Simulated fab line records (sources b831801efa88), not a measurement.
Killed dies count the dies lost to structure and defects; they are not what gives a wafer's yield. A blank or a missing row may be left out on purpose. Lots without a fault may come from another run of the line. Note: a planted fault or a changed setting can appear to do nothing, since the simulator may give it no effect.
fab line records	flow sfq-line
record: lots: 5	wafers: 23
route steps=325 shown M4@149 I4@168 JJ@180 M5@198 A5B@209 R5@218
start-h: start of the lot's first displayed wafer, in hours after the record's first day	wait-h: hours elapsed since this lot's preceding step	" the same as in the row above	L1.1+2: several wafers, shown together as one row	- no value present, or no start provided	* or withheld: withheld	< > ~ a bound
route shown NAME@n: names a module that has steps shown in the file, with the first one's number in the route	usual: the fault-free wafers' mean and standard deviation	same: alike in all rows	chamber/n: place in a boat	sites: the reading at each site	_std_site: standard deviation of those values	_edge_site: the outer-site mean with the inner-site mean subtracted	radius-mm: how far each site lies from the wafer's centre	mask NAME#n: copy n	behind: the tool/chamber that last shaped the wafer	hold: why the lot was held/for how many hours/how that ended	device: transistor that didn't switch, given as n, p or np	end of line: the route-end tests of the same wafers	where a step has no rows: the recipe by itself	killed: the dies lost at the first sort to structure and to defects; this is not the yield of the wafer	map: the dies of a wafer, with x for killed, . for not killed, _ for no die there
set.NAME: the setting as run; set.NAME@STEP: as run at that earlier step	model.NAME: the simulator's own value behind a step, which no gauge read
one table per step and one row per wafer, for lots whose settings were changed on purpose
== steps ==
step: SFQ_TRILAYER_M4_DEP_SPUTTER_091
recipe: material: Nb	base-pressure-pa: 1.33e-06	chamber-pressure-pa: 0.1333	substrate-temp-c: 20	resputter-cathode-voltage-v: 400	target-thk-nm: 200	power-w: 2000	time-s: 133.3
lot.wafer	tool	chamber	start-h	wait-h	set.power-w	model.Nb_of_TRILAYER_M4_DEP_SPUTTER_091.thk-nm
L074.1	pvd-sputter-05	-	636.67	0.0	2000	203.7
L074.2	"	-	"	"	2000	202.1
L074.4	"	-	"	"	2000	201.5
L074.5	"	-	"	"	2000	203.5
L074.6	"	-	"	"	2000	205.4
L075.1	pvd-sputter-06	-	660.77	0.0	1810	180
L075.2	"	-	"	"	2000	200.8
L075.3	"	-	"	"	2000	200.7
L075.4	"	-	"	"	1810	183
L075.6	"	-	"	"	1810	180.2
L080.1	pvd-sputter-05	-	719.14	0.0	1762	178.7
L080.2	"	-	"	"	1762	179.2
L080.4	"	-	"	"	1762	182.1
L080.5	"	-	"	"	2000	205.5
L080.6	"	-	"	"	2000	203.9
L083.3	pvd-sputter-05	-	736.92	0.0	2000	207.4
L083.4	"	-	"	"	2000	206.5
L083.6	"	-	"	"	2000	204
L085.2	pvd-sputter-04	-	746.52	0.0	2000	196.1
L085.3	"	-	"	"	2000	197.1
L085.4	"	-	"	"	2000	200.3
L085.5	"	-	"	"	2000	195.7
L085.6	"	-	"	"	2000	199.7
step: SFQ_M4_RS_MEAS_924
recipe: thk-meas-gauge: four-point-probe	reads: Nb_of_TRILAYER_M4_DEP_SPUTTER_091
usual: M4_NB_RS: 0.883/0.015
lot.wafer	tool	chamber	start-h	wait-h	set.power-w@TRILAYER_M4_DEP_SPUTTER_091	M4_NB_RS[ohm/sq]
L074.1	film-metro-04	-	636.76	0.0	2000	0.873
L074.2	"	-	"	"	2000	0.880
L074.4	"	-	"	"	2000	0.882
L074.5	"	-	"	"	2000	0.873
L074.6	"	-	"	"	2000	0.865
L075.1	film-metro-01	-	660.86	0.0	1810	0.990
L075.2	"	-	"	"	2000	0.885
L075.3	"	-	"	"	2000	0.886
L075.4	"	-	"	"	1810	0.975
L075.6	"	-	"	"	1810	0.989
L080.1	film-metro-04	-	719.23	0.0	1762	0.997
L080.2	"	-	"	"	1762	0.994
L080.4	"	-	"	"	1762	0.979
L080.5	"	-	"	"	2000	0.865
L080.6	"	-	"	"	2000	0.872
L083.3	film-metro-04	-	737.05	0.1	2000	0.857
L083.4	"	-	"	"	2000	0.860
L083.6	"	-	"	"	2000	0.871
L085.2	film-metro-04	-	746.63	0.1	2000	0.908
L085.3	"	-	"	"	2000	0.902
L085.4	"	-	"	"	2000	0.888
L085.5	"	-	"	"	2000	0.909
L085.6	"	-	"	"	2000	0.891
step: SFQ_TRILAYER_M4_LITHO_PEB_096
recipe: peb-temp-c: 115	peb-time-s: 60	resist: KrF
lot.wafer	tool	chamber	start-h	wait-h	set.peb-time-s
L074.1+2	litho-track-01	0	793.48	1.0	68.55
L074.4+5+6	"	0	"	"	60
L075.1+3+6	litho-track-01	0	811.48	1.0	60
L075.2+4	"	0	"	"	52.11
L080.1+2	litho-track-01	0	849.98	1.0	60
L080.4+5+6	"	0	"	"	51.64
L083.3+4+6	litho-track-02	0	867.04	0.7	60
L085.2+4+5	litho-track-04	0	870.62	0.8	60
L085.3+6	"	0	"	"	53.19
step: SFQ_TRILAYER_M4_LITHO_DEVELOP_095
recipe: time-s: 60	resist: KrF
step: SFQ_TRILAYER_M4_BARC_OPEN_METAL_ETCH_123
recipe: mask-material: PR	chemistry: O2	target-depth-nm: 125	target: BARC	icp-w: 600	bias-w: 80	pressure-mtorr: 10	time-s: 41.7
lot.wafer	tool	chamber	start-h	wait-h	set.peb-time-s@TRILAYER_M4_LITHO_PEB_096	model.M4.cd-nm
L074.1	rie-metal-01	1	793.81	0.0	68.55	482.6
L074.2	"	0	"	"	68.55	484.2
L074.4	"	0	"	"	60	500.1
L074.5	"	1	"	"	60	501.2
L074.6	"	0	"	"	60	501.4
L075.1+3	rie-metal-04	0,1	811.81	0.0	60	499
L075.2	"	1	"	"	52.11	519.6
L075.4	"	0	"	"	52.11	520
L075.6	"	0	"	"	60	501.1
L080.1	rie-metal-02	1	850.31	0.0	60	501.2
L080.2	"	0	"	"	60	500.2
L080.4	"	1	"	"	51.64	523.5
L080.5	"	0	"	"	51.64	522.6
L080.6	"	1	"	"	51.64	522.2
L083.3	rie-metal-02	1	867.35	0.0	60	498
L083.4	"	0	"	"	60	498.6
L083.6	"	1	"	"	60	498.4
L085.2+4	rie-metal-01	1	870.93	0.0	60	499.8
L085.3	"	0	"	"	53.19	517.1
L085.5	"	1	"	"	60	500.3
L085.6	"	0	"	"	53.19	517.2
step: SFQ_TRILAYER_M4_ETCH_METAL_ETCH_096
recipe: target: Nb	stop-on: SiO2	mask-material: PR	chemistry: Cl2/Ar	target-depth-nm: 240	icp-w: 600	bias-w: 80	pressure-mtorr: 10	time-s: 120
usual: oes-product-au: 0.897/0.01
lot.wafer	tool	chamber	start-h	wait-h	set.power-w@TRILAYER_M4_DEP_SPUTTER_091	oes-product-au
L074.1	rie-metal-01	1	793.87	0.0	2000	0.905
L074.2	"	0	"	"	2000	0.899
L074.4	"	0	"	"	2000	0.900
L074.5	"	1	"	"	2000	0.902
L074.6	"	0	"	"	2000	0.912
L075.1	rie-metal-04	0	811.87	0.0	1810	0.837
L075.2	"	1	"	"	2000	0.900
L075.3	"	1	"	"	2000	0.897
L075.4	"	0	"	"	1810	0.856
L075.6	"	0	"	"	1810	0.845
L080.1	rie-metal-02	1	850.37	0.0	1762	0.845
L080.2	"	0	"	"	1762	0.843
L080.4	"	1	"	"	1762	0.844
L080.5	"	0	"	"	2000	0.910
L080.6	"	1	"	"	2000	0.908
L083.3	rie-metal-02	1	867.43	0.1	2000	0.917
L083.4	"	0	"	"	2000	0.910
L083.6	"	1	"	"	2000	0.902
L085.2	rie-metal-01	1	870.99	0.0	2000	0.884
L085.3	"	0	"	"	2000	0.880
L085.4	"	1	"	"	2000	0.904
L085.5	"	1	"	"	2000	0.876
L085.6	"	0	"	"	2000	0.898
step: SFQ_TRILAYER_I4_VIA_LITHO_COAT_103
recipe: resist: KrF	spin-rpm: 3000	resist-thk-nm: 650
lot.wafer	tool	chamber	start-h	wait-h	set.spin-rpm	model.KrF_of_TRILAYER_I4_VIA_LITHO_COAT_103.thk-nm
L074.1	litho-track-01	0	807.18	0.2	3000	653.4
L074.2	"	0	"	"	3000	654
L074.4	"	0	"	"	3000	653
L074.5	"	0	"	"	3000	655.4
L074.6	"	0	"	"	3000	650.7
L075.1	litho-track-04	0	824.31	0.2	3000	647.2
L075.2	"	0	"	"	3000	650.5
L075.3	"	0	"	"	3000	650.2
L075.4	"	0	"	"	3207	626.5
L075.6	"	0	"	"	3207	627.5
L080.1+2	litho-track-03	0	870.64	0.2	3000	646.4
L080.4	"	0	"	"	3094	636.8
L080.5	"	0	"	"	3000	647.5
L080.6	"	0	"	"	3094	638
L083.3	litho-track-03	0	889.96	0.2	3000	653.3
L083.4	"	0	"	"	3000	651.4
L083.6	"	0	"	"	3000	653
L085.2	litho-track-01	0	894.69	0.2	3000	648.9
L085.3+5	"	0	"	"	3000	650.1
L085.4+6	"	0	"	"	3000	649.5
step: SFQ_TRILAYER_I4_VIA_BARC_OPEN_VIA_ETCH_146
recipe: mask-material: PR	chemistry: O2	target-depth-nm: 125	target: BARC	source-w: 500	bias-w: 80	pressure-mtorr: 30	time-s: 41.7
lot.wafer	tool	chamber	start-h	wait-h	set.time-s	set.spin-rpm@TRILAYER_I4_VIA_LITHO_COAT_103	model.KrF_of_TRILAYER_I4_VIA_LITHO_COAT_103.thk-nm
L074.1+2	rie-diel-02	0,2	903.33	0.0	45.14	3000	572.2
L074.4	"	1	"	"	45.14	3000	571.5
L074.5	"	3	"	"	41.7	3000	577.9
L074.6	"	0	"	"	41.7	3000	573.7
L075.1	rie-diel-03	0	912.93	0.0	46.27	3000	564.7
L075.2	"	2	"	"	46.27	3000	568.3
L075.3	"	3	"	"	41.7	3000	574.1
L075.4	"	1	"	"	41.7	3207	549.1
L075.6	"	0	"	"	41.7	3207	551
L080.1	rie-diel-02	0	938.88	0.0	46.81	3000	563.6
L080.2	"	2	"	"	41.7	3000	569.2
L080.4	"	3	"	"	46.81	3094	552.9
L080.5	"	2	"	"	46.81	3000	564.7
L080.6	"	3	"	"	41.7	3094	560.8
L083.3+6	rie-diel-03	2	956.45	0.0	41.7	3000	576.7
L083.4	"	3	"	"	41.7	3000	574
L085.2+5	rie-diel-02	0,1	961.25	0.0	41.7	3000	572.5
L085.3	"	2	"	"	44.51	3000	569.2
L085.4	"	1	"	"	44.51	3000	568.4
L085.6	"	2	"	"	44.51	3000	569
step: SFQ_TRILAYER_I4_VIA_ETCH_VIA_ETCH_106
recipe: target: SiO2	stop-on: Nb	mask-material: PR	taper-deg: 20	chemistry: CHF3	target-depth-nm: 260	source-w: 500	bias-w: 80	pressure-mtorr: 30	time-s: withheld
lot.wafer	tool	chamber	start-h	wait-h	set.spin-rpm@TRILAYER_I4_VIA_LITHO_COAT_103	set.time-s@TRILAYER_I4_VIA_BARC_OPEN_VIA_ETCH_146	model.KrF_of_TRILAYER_I4_VIA_LITHO_COAT_103.thk-nm
L074.1	rie-diel-02	0	903.37	0.0	3000	*	528.1
L074.2	"	2	"	"	3000	*	527.6
L074.4	"	1	"	"	3000	*	526.2
L074.5	"	3	"	"	3000	*	532.8
L074.6	"	0	"	"	3000	*	529.2
L075.1	rie-diel-03	0	912.97	0.0	3000	*	519.8
L075.2	"	2	"	"	3000	*	523.6
L075.3	"	3	"	"	3000	*	530
L075.4	"	1	"	"	3207	*	503.8
L075.6	"	0	"	"	3207	*	506.2
L080.1	rie-diel-02	0	938.92	0.0	3000	*	519.1
L080.2	"	2	"	"	3000	*	524.2
L080.4	"	3	"	"	3094	*	508
L080.5	"	2	"	"	3000	*	519.6
L080.6	"	3	"	"	3094	*	515.7
L083.3	rie-diel-03	2	956.49	0.0	3000	*	532.7
L083.4	"	3	"	"	3000	*	529.3
L083.6	"	2	"	"	3000	*	532.6
L085.2	rie-diel-02	0	961.29	0.0	3000	*	528.4
L085.3	"	2	"	"	3000	*	524.2
L085.4	"	1	"	"	3000	*	523.5
L085.5	"	1	"	"	3000	*	527.7
L085.6	"	2	"	"	3000	*	524
step: SFQ_TRILAYER_JJ_TRILAYER_DEP_SPUTTER_110
recipe: material: Al	base-pressure-pa: 1.33e-06	target-thk-nm: 8	power-w: 500	time-s: 10	chamber-pressure-pa: 0.4
lot.wafer	tool	chamber	start-h	wait-h	set.time-s	model.Al_of_TRILAYER_JJ_TRILAYER_DEP_SPUTTER_110.thk-nm
L074.1	pvd-sputter-04	-	904.36	0.0	10.65	8.623
L074.2	"	-	"	"	10	8.288
L074.4	"	-	"	"	10	8.089
L074.5	"	-	"	"	10.65	8.55
L074.6	"	-	"	"	10	7.912
L075.1	pvd-sputter-06	-	913.96	0.0	9.004	7.332
L075.2	"	-	"	"	9.004	7.36
L075.3	"	-	"	"	10	8.141
L075.4	"	-	"	"	10	8.086
L075.6	"	-	"	"	9.004	7.452
L080.1	pvd-sputter-04	-	939.91	0.0	9.466	7.63
L080.2	"	-	"	"	9.466	7.443
L080.4	"	-	"	"	9.466	7.439
L080.5	"	-	"	"	10	7.939
L080.6	"	-	"	"	10	7.916
L083.3	pvd-sputter-04	-	957.48	0.0	10	8.091
L083.4	"	-	"	"	10	8.046
L083.6	"	-	"	"	10	7.973
L085.2	pvd-sputter-04	-	962.46	0.0	8.909	7.288
L085.3	"	-	"	"	10	8.072
L085.4	"	-	"	"	8.909	7.258
L085.5	"	-	"	"	10	8.188
L085.6	"	-	"	"	10	8.1
step: SFQ_TRILAYER_JJ_CE_LITHO_COAT_119
recipe: resist: BARC	spin-rpm: 3000	resist-thk-nm: 62
lot.wafer	tool	chamber	start-h	wait-h	set.spin-rpm	model.BARC_of_TRILAYER_JJ_CE_LITHO_COAT_119.thk-nm
L074.1	litho-track-03	0	905.64	0.1	3000	62.04
L074.2	"	0	"	"	3062	61.38
L074.4	"	0	"	"	3062	61.5
L074.5	"	0	"	"	3062	61.34
L074.6	"	0	"	"	3000	61.88
L075.1	litho-track-04	0	915.24	0.1	3000	61.68
L075.2	"	0	"	"	2829	63.6
L075.3	"	0	"	"	3000	61.73
L075.4	"	0	"	"	2829	63.74
L075.6	"	0	"	"	2829	63.42
L080.1	litho-track-04	0	941.19	0.1	3000	61.86
L080.2	"	0	"	"	3000	61.94
L080.4	"	0	"	"	2793	64.22
L080.5	"	0	"	"	2793	64
L080.6	"	0	"	"	2793	64.12
L083.3	litho-track-04	0	958.87	0.1	3000	61.79
L083.4	"	0	"	"	3000	61.96
L083.6	"	0	"	"	3000	61.99
L085.2	litho-track-04	0	963.79	0.1	3000	61.95
L085.3	"	0	"	"	3100	60.77
L085.4	"	0	"	"	3000	61.86
L085.5	"	0	"	"	3100	60.68
L085.6	"	0	"	"	3000	61.81
step: SFQ_TRILAYER_M5_LITHO_COAT_128
recipe: resist: BARC	spin-rpm: 3000	resist-thk-nm: 62
lot.wafer	tool	chamber	start-h	wait-h	set.resist-thk-nm	model.BARC_of_TRILAYER_M5_LITHO_COAT_128.thk-nm
L074.1	litho-track-03	0	996.99	0.0	62	62.25
L074.2	"	0	"	"	62	62.18
L074.4	"	0	"	"	60.59	60.81
L074.5	"	0	"	"	60.59	60.68
L074.6	"	0	"	"	60.59	60.84
L075.1	litho-track-03	0	1006.94	0.0	62	61.86
L075.2	"	0	"	"	59.54	59.57
L075.3	"	0	"	"	59.54	59.28
L075.4	"	0	"	"	62	61.84
L075.6	"	0	"	"	59.54	59.54
L080.1+6	litho-track-01	0	1041.29	0.0	62	62.28
L080.2	"	0	"	"	63.94	64.02
L080.4	"	0	"	"	63.94	64.12
L080.5	"	0	"	"	63.94	64.43
L083.3	litho-track-03	0	1059.59	0.3	62	61.64
L083.4	"	0	"	"	62	61.86
L083.6	"	0	"	"	62	61.73
L085.2	litho-track-03	0	1069.94	0.1	64.86	65.29
L085.3	"	0	"	"	62	62.09
L085.4	"	0	"	"	64.86	65.08
L085.5	"	0	"	"	64.86	65.1
L085.6	"	0	"	"	62	62.28
step: SFQ_TRILAYER_M5_LITHO_PEB_126
recipe: peb-temp-c: 115	peb-time-s: 60	resist: KrF
lot.wafer	tool	chamber	start-h	wait-h	set.peb-time-s
L074.1+5+6	litho-track-03	0	1029.25	1.0	60
L074.2+4	"	0	"	"	57.73
L075.1+2+4	litho-track-03	0	1038.85	1.0	53.66
L075.3+6	"	0	"	"	60
L080.1+5	litho-track-03	0	1061.65	1.0	52.78
L080.2+4+6	"	0	"	"	60
L083.3+4+6	litho-track-02	0	1078.50	0.7	60
L085.2+3+4	litho-track-03	0	1085.67	0.8	66.82
L085.5+6	"	0	"	"	60
step: SFQ_TRILAYER_M5_LITHO_DEVELOP_125
recipe: time-s: 60	resist: KrF
step: SFQ_TRILAYER_M5_BARC_OPEN_METAL_ETCH_161
recipe: mask-material: PR	chemistry: O2	target-depth-nm: 125	target: BARC	icp-w: 600	bias-w: 80	pressure-mtorr: 10	time-s: 41.7
lot.wafer	tool	chamber	start-h	wait-h	set.resist-thk-nm@TRILAYER_M5_LITHO_COAT_128	set.peb-time-s@TRILAYER_M5_LITHO_PEB_126	model.M5.cd-nm	model.etch.depth-nm
L074.1	rie-metal-02	1	1029.58	0.0	62	60	702.1	-
L074.2	"	0	"	"	62	57.73	706.9	-
L074.4	"	0	"	"	60.59	57.73	707.5	-
L074.5	"	0	"	"	60.59	60	700.7	-
L074.6	"	1	"	"	60.59	60	701.6	60.84
L075.1	rie-metal-02	1	1039.18	0.0	62	53.66	717.6	-
L075.2	"	0	"	"	59.54	53.66	716.6	-
L075.3	"	0	"	"	59.54	60	701.2	-
L075.4	"	1	"	"	62	53.66	718.1	-
L075.6	"	0	"	"	59.54	60	700	-
L080.1	rie-metal-04	0	1061.98	0.0	62	52.78	717.5	-
L080.2	"	1	"	"	63.94	60	699.6	-
L080.4	"	0	"	"	63.94	60	699.1	-
L080.5	"	1	"	"	63.94	52.78	718.2	64.43
L080.6	"	0	"	"	62	60	698.7	62.28
L083.3	rie-metal-02	0	1078.80	0.0	62	60	698.4	61.64
L083.4	"	1	"	"	62	60	699.1	61.86
L083.6	"	1	"	"	62	60	697.3	61.73
L085.2	rie-metal-04	0	1085.98	0.0	64.86	66.82	686.7	-
L085.3	"	1	"	"	62	66.82	688	62.09
L085.4	"	0	"	"	64.86	66.82	685.8	65.08
L085.5	"	1	"	"	64.86	60	703.3	-
L085.6	"	0	"	"	62	60	702.1	62.28
step: SFQ_TRILAYER_A5B_DEP_PECVD_129
recipe: material: SiO2	temp-c: 150	time-s: 133.33	pressure-torr: 2.4	rf-w: 183.3	precursor: SiH4/N2O	target-thk-nm: 600
lot.wafer	tool	chamber	start-h	wait-h	set.time-s	model.SiO2_of_TRILAYER_A5B_DEP_PECVD_129.thk-nm
L074.1	pecvd-04	0	1030.61	0.0	133.33	594.6
L074.2	"	2	"	"	133.33	585.7
L074.4	"	2	"	"	133.33	598.6
L074.5	"	0	"	"	133.33	599.7
L074.6	"	1	"	"	133.33	596.2
L075.1	pecvd-02	2	1040.21	0.0	139.7	623
L075.2	"	1	"	"	133.33	592.2
L075.3	"	0	"	"	133.33	589.9
L075.4	"	1	"	"	139.7	630.4
L075.6	"	0	"	"	139.7	632.6
L080.1	pecvd-04	0	1063.01	0.0	142.5	647.9
L080.2	"	2	"	"	133.33	597.6
L080.4	"	2	"	"	133.33	602.6
L080.5	"	1	"	"	142.5	652.7
L080.6	"	0	"	"	142.5	658.1
L083.3	pecvd-03	2	1079.81	0.0	133.33	590
L083.4	"	0	"	"	133.33	588.3
L083.6	"	1	"	"	133.33	599.5
L085.2	pecvd-04	1	1087.01	0.0	133.33	588.9
L085.3	"	0	"	"	133.33	596.9
L085.4	"	0	"	"	133.33	599
L085.5	"	1	"	"	133.33	592.1
L085.6	"	2	"	"	133.33	597.9
step: SFQ_TRILAYER_R5_LITHO_COAT_136
recipe: resist: KrF	spin-rpm: 3000	resist-thk-nm: 600
lot.wafer	tool	chamber	start-h	wait-h	set.spin-rpm	model.KrF_of_TRILAYER_R5_LITHO_COAT_136.thk-nm
L074.1	litho-track-02	0	1065.20	0.2	3000	598.7
L074.2	"	0	"	"	2923	608.6
L074.4	"	0	"	"	2923	607
L074.5	"	0	"	"	3000	600.3
L074.6	"	0	"	"	2923	606.1
L075.1	litho-track-02	0	1076.90	0.2	3000	602.7
L075.2	"	0	"	"	3000	601
L075.3	"	0	"	"	3000	600.9
L075.4	"	0	"	"	3000	602.3
L075.6	"	0	"	"	3000	602.4
L080.1+4	litho-track-02	0	1104.20	0.2	3000	600
L080.2	"	0	"	"	2788	620.4
L080.5	"	0	"	"	2788	623.7
L080.6	"	0	"	"	3000	600.5
L083.3	litho-track-01	0	1123.23	0.2	3000	600.6
L083.4	"	0	"	"	3000	600.4
L083.6	"	0	"	"	3000	601.4
L085.2	litho-track-01	0	1132.18	0.2	3000	601.4
L085.3	"	0	"	"	3000	601.1
L085.4	"	0	"	"	2885	611.6
L085.5	"	0	"	"	2885	613.6
L085.6	"	0	"	"	3000	600.4
step: SFQ_TRILAYER_R5_LITHO_PEB_139
recipe: peb-temp-c: 115	peb-time-s: 60	resist: KrF
lot.wafer	tool	chamber	start-h	wait-h	set.peb-time-s
L074.1+4	litho-track-02	0	1183.76	1.0	55.83
L074.2+5+6	"	0	"	"	60
L075.1+2+6	litho-track-01	0	1195.76	1.0	60
L075.3+4	"	0	"	"	53.88
L080.1+4+5	litho-track-01	0	1223.57	1.0	60
L080.2+6	"	0	"	"	62.27
L083.3+4+6	litho-track-02	0	1240.54	0.7	60
L085.2+3+4+5+6	litho-track-02	0	1250.12	0.8	60
step: SFQ_TRILAYER_R5_LITHO_DEVELOP_138
recipe: time-s: 60	resist: KrF
step: SFQ_TRILAYER_R5_BARC_OPEN_METAL_ETCH_177
recipe: mask-material: PR	chemistry: O2	target-depth-nm: 125	target: BARC	icp-w: 600	bias-w: 80	pressure-mtorr: 10	time-s: 41.7
lot.wafer	tool	chamber	start-h	wait-h	set.peb-time-s@TRILAYER_R5_LITHO_PEB_139	model.R5.cd-nm
L074.1	rie-metal-01	0	1184.10	0.0	55.83	510.5
L074.2	"	1	"	"	60	500.2
L074.4	"	1	"	"	55.83	511.7
L074.5	"	1	"	"	60	499.7
L074.6	"	0	"	"	60	499.6
L075.1	rie-metal-01	0	1196.10	0.0	60	500.4
L075.2	"	1	"	"	60	500.8
L075.3	"	0	"	"	53.88	513.9
L075.4	"	1	"	"	53.88	515.7
L075.6	"	1	"	"	60	499.6
L080.1	rie-metal-01	0	1223.90	0.0	60	501.5
L080.2	"	1	"	"	62.27	498.5
L080.4	"	0	"	"	60	501.1
L080.5	"	0	"	"	60	502.7
L080.6	"	1	"	"	62.27	496.2
L083.3	rie-metal-02	1	1240.85	0.0	60	503
L083.4	"	0	"	"	60	502.1
L083.6	"	1	"	"	60	502.5
L085.2	rie-metal-02	1	1250.43	0.0	60	499.8
L085.3+5	"	1	"	"	60	499.7
L085.4	"	0	"	"	60	499.1
L085.6	"	0	"	"	60	497.6
== key ==
split: step: SFQ_TRILAYER_M4_DEP_SPUTTER_091	setting: power-w	stated: 2000	by: wafer
response: step: SFQ_TRILAYER_M4_DEP_SPUTTER_091	reading: model.Nb_of_TRILAYER_M4_DEP_SPUTTER_091.thk-nm	change: +2.08	per: 1%	r: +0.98
response: step: SFQ_M4_RS_MEAS_924	reading: M4_NB_RS	change: -0.0103	per: 1%	r: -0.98
response: step: SFQ_TRILAYER_M4_ETCH_METAL_ETCH_096	reading: oes-product-au	change: +0.00551	per: 1%	r: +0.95
split: step: SFQ_TRILAYER_M4_LITHO_PEB_096	setting: peb-time-s	stated: 60	by: wafer
response: step: SFQ_TRILAYER_M4_BARC_OPEN_METAL_ETCH_123	reading: model.M4.cd-nm	change: -1.46	per: 1%	r: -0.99
split: step: SFQ_TRILAYER_I4_VIA_LITHO_COAT_103	setting: spin-rpm	stated: 3000	by: wafer
response: step: SFQ_TRILAYER_I4_VIA_LITHO_COAT_103	reading: model.KrF_of_TRILAYER_I4_VIA_LITHO_COAT_103.thk-nm	change: -3.19	per: 1%	r: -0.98
response: step: SFQ_TRILAYER_I4_VIA_BARC_OPEN_VIA_ETCH_146	reading: model.KrF_of_TRILAYER_I4_VIA_LITHO_COAT_103.thk-nm	change: -2.77	per: 1%	r: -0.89
response: step: SFQ_TRILAYER_I4_VIA_ETCH_VIA_ETCH_106	reading: model.KrF_of_TRILAYER_I4_VIA_LITHO_COAT_103.thk-nm	slope: -3.38	per: 1%	together-with: time-s@TRILAYER_I4_VIA_BARC_OPEN_VIA_ETCH_146	explained: 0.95
split: step: SFQ_TRILAYER_I4_VIA_BARC_OPEN_VIA_ETCH_146	setting: time-s	stated: 41.7	by: wafer
response: step: SFQ_TRILAYER_I4_VIA_BARC_OPEN_VIA_ETCH_146	reading: model.KrF_of_TRILAYER_I4_VIA_LITHO_COAT_103.thk-nm	slope: -0.542	per: 1%	together-with: spin-rpm@TRILAYER_I4_VIA_LITHO_COAT_103	explained: 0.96
response: step: SFQ_TRILAYER_I4_VIA_ETCH_VIA_ETCH_106	reading: model.KrF_of_TRILAYER_I4_VIA_LITHO_COAT_103.thk-nm	slope: -0.554	per: 1%	together-with: spin-rpm@TRILAYER_I4_VIA_LITHO_COAT_103	explained: 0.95
split: step: SFQ_TRILAYER_JJ_TRILAYER_DEP_SPUTTER_110	setting: time-s	stated: 10	by: wafer
response: step: SFQ_TRILAYER_JJ_TRILAYER_DEP_SPUTTER_110	reading: model.Al_of_TRILAYER_JJ_TRILAYER_DEP_SPUTTER_110.thk-nm	change: +0.0761	per: 1%	r: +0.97
split: step: SFQ_TRILAYER_JJ_CE_LITHO_COAT_119	setting: spin-rpm	stated: 3000	by: wafer
response: step: SFQ_TRILAYER_JJ_CE_LITHO_COAT_119	reading: model.BARC_of_TRILAYER_JJ_CE_LITHO_COAT_119.thk-nm	change: -0.324	per: 1%	r: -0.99
split: step: SFQ_TRILAYER_M5_LITHO_COAT_128	setting: resist-thk-nm	stated: 62	by: wafer
response: step: SFQ_TRILAYER_M5_LITHO_COAT_128	reading: model.BARC_of_TRILAYER_M5_LITHO_COAT_128.thk-nm	change: +0.623	per: 1%	r: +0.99
response: step: SFQ_TRILAYER_M5_BARC_OPEN_METAL_ETCH_161	reading: model.etch.depth-nm	change: +0.642	per: 1%	r: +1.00
split: step: SFQ_TRILAYER_M5_LITHO_PEB_126	setting: peb-time-s	stated: 60	by: wafer
response: step: SFQ_TRILAYER_M5_BARC_OPEN_METAL_ETCH_161	reading: model.M5.cd-nm	change: -1.52	per: 1%	r: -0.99
split: step: SFQ_TRILAYER_A5B_DEP_PECVD_129	setting: time-s	stated: 133.33	by: wafer
response: step: SFQ_TRILAYER_A5B_DEP_PECVD_129	reading: model.SiO2_of_TRILAYER_A5B_DEP_PECVD_129.thk-nm	change: +7.75	per: 1%	r: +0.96
split: step: SFQ_TRILAYER_R5_LITHO_COAT_136	setting: spin-rpm	stated: 3000	by: wafer
response: step: SFQ_TRILAYER_R5_LITHO_COAT_136	reading: model.KrF_of_TRILAYER_R5_LITHO_COAT_136.thk-nm	change: -3.08	per: 1%	r: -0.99
split: step: SFQ_TRILAYER_R5_LITHO_PEB_139	setting: peb-time-s	stated: 60	by: wafer
response: step: SFQ_TRILAYER_R5_BARC_OPEN_METAL_ETCH_177	reading: model.R5.cd-nm	change: -1.46	per: 1%	r: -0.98
